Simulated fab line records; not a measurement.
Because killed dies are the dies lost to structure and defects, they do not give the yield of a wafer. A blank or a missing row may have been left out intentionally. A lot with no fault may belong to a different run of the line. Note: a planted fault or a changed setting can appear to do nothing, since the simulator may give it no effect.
Struck lot and sound lot, side by side :: flow sky130 :: 15 steps out of a route of 708
Sound: wafers L963.1, L963.3, L963.4. Struck: wafer L968.2. (L968.4, L968.5 of the same lot were not struck and are left out.) The cause comes at the end.
Order at every step that has rows: each side's tool, ch and its chambers, its first start. Under that, the readings that differ: sound wafers :: struck wafers :: difference of the means :: sigmas: that difference in standard deviations of wafers without a fault.
alike: words and numbers the same on both sides, and readings whose means are apart by under 2 such deviations; not compared: readings that were withheld, readings missing a value for some wafer, numbers with overlapping values and no deviation given by the record, and bounds like >300 which may hide the same value.
A row with sigmas, a row that says differs or no value, or rows on one side alone: a step with any of these is where the two part. When numbers do not overlap yet have no deviation, they are printed without sigmas and do not part them. Lack of a reading on every wafer of one side parts them only where that side has two or more wafers.

SKY_METAL4_METAL_ETCH_18: etches the open film in Cl2/BCl3, stops on SiO2, target depth 845 nm, time 183.1 s.
  sound on rie metal-03 ch 0,1, day 45 01:38; struck on rie metal-03 ch 1, day 46 01:46
  alike: drypump motor current A, oes product au, throttle valve pct
  not compared: rf hours counter h
SKY_METAL4_STRIP_19: strips in O2/N2.
  sound on plasma asher-04 ch 0,1, day 45 01:49; struck on plasma asher-03 ch 0, day 46 01:56
  alike: drypump motor current A, oes product au, strip time to endpoint s
  not compared: rf hours counter h
then, 4 steps without rows for these wafers: SKY_METAL4_STRIP_20 (strips in post etch residue remover, time 1200 s); SKY_METAL4_CLEAN_21 (cleans in IPA, time 180 s); SKY_METAL4_CLEAN_22 (cleans in O3/DIW); SKY_VIA4_HDPCVD_00 (deposits SiO2, target thk 1750 nm, time 291.7 s).
SKY_VIA4_THK_MEAS_01:
  sound on film metro-03, day 45 02:35; struck on film metro-02, day 46 02:45
  alike: VIA4_HDPCVD_THK
SKY_VIA4_CMP_02: polishes SiO2.
  sound on cmp-01 ch 0,2,3, day 45 03:11; struck on cmp-02 ch 3, day 46 02:48
reading: motor current A (A)
sound: 11.0 10.3 11.4
struck: 14.3
difference: +3.4
sigmas: +3
  alike: retaining ring pressure frac
SKY_VIA4_BOW_MEAS_03:
  sound on film metro-01, day 45 03:26; struck on film metro-03, day 46 03:07
  alike: VIA4_BOW
then, 3 steps without rows for these wafers: SKY_VIA4_DEHYDRATE_04 (time 60 s); SKY_VIA4_HMDS_05 (prime time 60 s); SKY_VIA4_COAT_06 (resist thk 1140 nm).
SKY_VIA4_SOFTBAKE_07: time 60 s.
  sound on litho track-04 ch 0, day 45 13:56; struck on litho track-02 ch 0, day 46 14:08
reading: run length s (s)
sound: 89.09 89.17 89.10
struck: 97.41
difference: +8.29
sigmas: +55
then, 1 step without rows for these wafers: SKY_VIA4_EXPOSE_08 (exposes mask VIM4, target cd 800 nm).
-- the record jumps here: 3 days lie between the struck wafers' starts before and after (it left off in module VIA4 and takes up again in module PAD_OPEN, whose first step shown is number 708 of the route) --
SKY_PAD_OPEN_PROBE_99:
  sound on prober-02, day 48 17:59; struck on prober-02, day 49 13:00
reading: killed_at_M0_to_M3
sound: 40 47 37
struck: 54
difference: +13
sigmas: +2
  alike: defect limited yield, killed_at_M4_up, killed at contacts, killed at front end, killed at other, killed dies, killed open, killed short, sort_bin_3_pad_short, sort_bin_5_function, sort_bin_6_memory, sort n pass, sort yield pct

== WHERE THEY PART ==
Earliest at SKY_VIA4_CMP_02; latest, in this record, at SKY_PAD_OPEN_PROBE_99.

WHY: whatever the simulator had introduced
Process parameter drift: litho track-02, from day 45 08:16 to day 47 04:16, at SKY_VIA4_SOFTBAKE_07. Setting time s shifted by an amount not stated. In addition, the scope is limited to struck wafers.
